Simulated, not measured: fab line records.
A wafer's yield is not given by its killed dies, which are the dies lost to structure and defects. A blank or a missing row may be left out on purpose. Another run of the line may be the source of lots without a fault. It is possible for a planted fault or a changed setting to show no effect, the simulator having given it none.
2 desks looking at one fault | flow sky130 | what lay behind the numbers comes last; until then each desk has only its own

THE TOOL OWNER'S DESK: litho-track-02
The tool's own readings at SKY_METAL2_COAT_10 (resist thk 450 nm): means of the sampled wafers that have a number, for each lot that ran on this tool. Any lot whose mean is over 4 standard deviations away from the usual mean is out of limits and marked OUT; that distance is given in the brackets.
Columns: A = exhaust-pa at SKY_METAL2_COAT_10, usual 45.2 Pa; B = resist-line-temp-C at SKY_METAL2_COAT_10, usual 22.98 C; C = spin-speed-rpm at SKY_METAL2_COAT_10, usual 3000.5 rpm
lot  | first seen here | A    | B     | C
L651 | day 38 04:00    | 45.9 | 23.09 | 2998.6
L657 | day 40 01:00    | 45.0 | 22.98 | 2923.2 (-32) OUT
L659 | day 40 15:00    | 47.0 | 22.99 | 2924.7 (-32) OUT
Finding of this desk: L657, L659 out of limits; the first was L657 at day 40 01:00, on spin-speed-rpm at SKY_METAL2_COAT_10. Within limits: L651.

FROM THE METROLOGY DESK
What the gauges read for every lot (on any tool): the sampled wafers with a number, averaged. Any lot whose mean is over 4 standard deviations away from the usual mean is out of limits and marked OUT; that distance is given in the brackets.
Columns: A = VIA1_W_THK at SKY_VIA1_THK_MEAS_23, usual 270 nm; B = METAL2_ALCU_RS at SKY_METAL2_RS_MEAS_05, usual 0.1265 ohm/sq; C = METAL2_ALCU_THK at SKY_METAL2_THK_MEAS_06, usual 250 nm; D = cd-nm at SKY_METAL2_CD_MEAS_15, usual 139.4 nm; E = METAL2_OVL at SKY_METAL2_OVL_MEAS_16, usual 1 nm
lot  | first seen here | A   | B      | C   | D     | E
L642 | day 34 22:32    | 276 | 0.1257 | 251 | 139.6 | 6
L651 | day 37 15:51    | 270 | 0.1254 | 254 | 139.1 | -2
L656 | day 39 13:03    | 270 | 0.1272 | 250 | 138.7 | -6
L657 | day 39 13:25    | 269 | 0.1239 | 256 | 139.1 | -3
L659 | day 40 02:38    | 273 | 0.1252 | 253 | 139.8 | -0
L663 | day 41 15:00    | 270 | 0.1255 | 253 | 140.6 | 3
This desk's finding: nothing out of limits on any of the 6 lots.

BROUGHT TOGETHER
An alarm could have come from the tool owner's desk at day 40 01:00, on L657, L659.
At the metrology desk, nothing out of limits was observed.
The metrology desk holds a record of L657, L659, inside its limits.
All the named lots went through SKY_METAL2_COAT_10 on litho-track-02.

WHAT HAD BEEN PUT IN BY THE SIMULATOR
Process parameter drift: litho-track-02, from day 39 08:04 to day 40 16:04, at SKY_METAL2_COAT_10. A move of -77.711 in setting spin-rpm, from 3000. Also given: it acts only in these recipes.
Shown lots that were struck: L657, L659.
Time in hours from fault onset to the first out-of-limits reading at each desk: the tool owner's desk, 17.
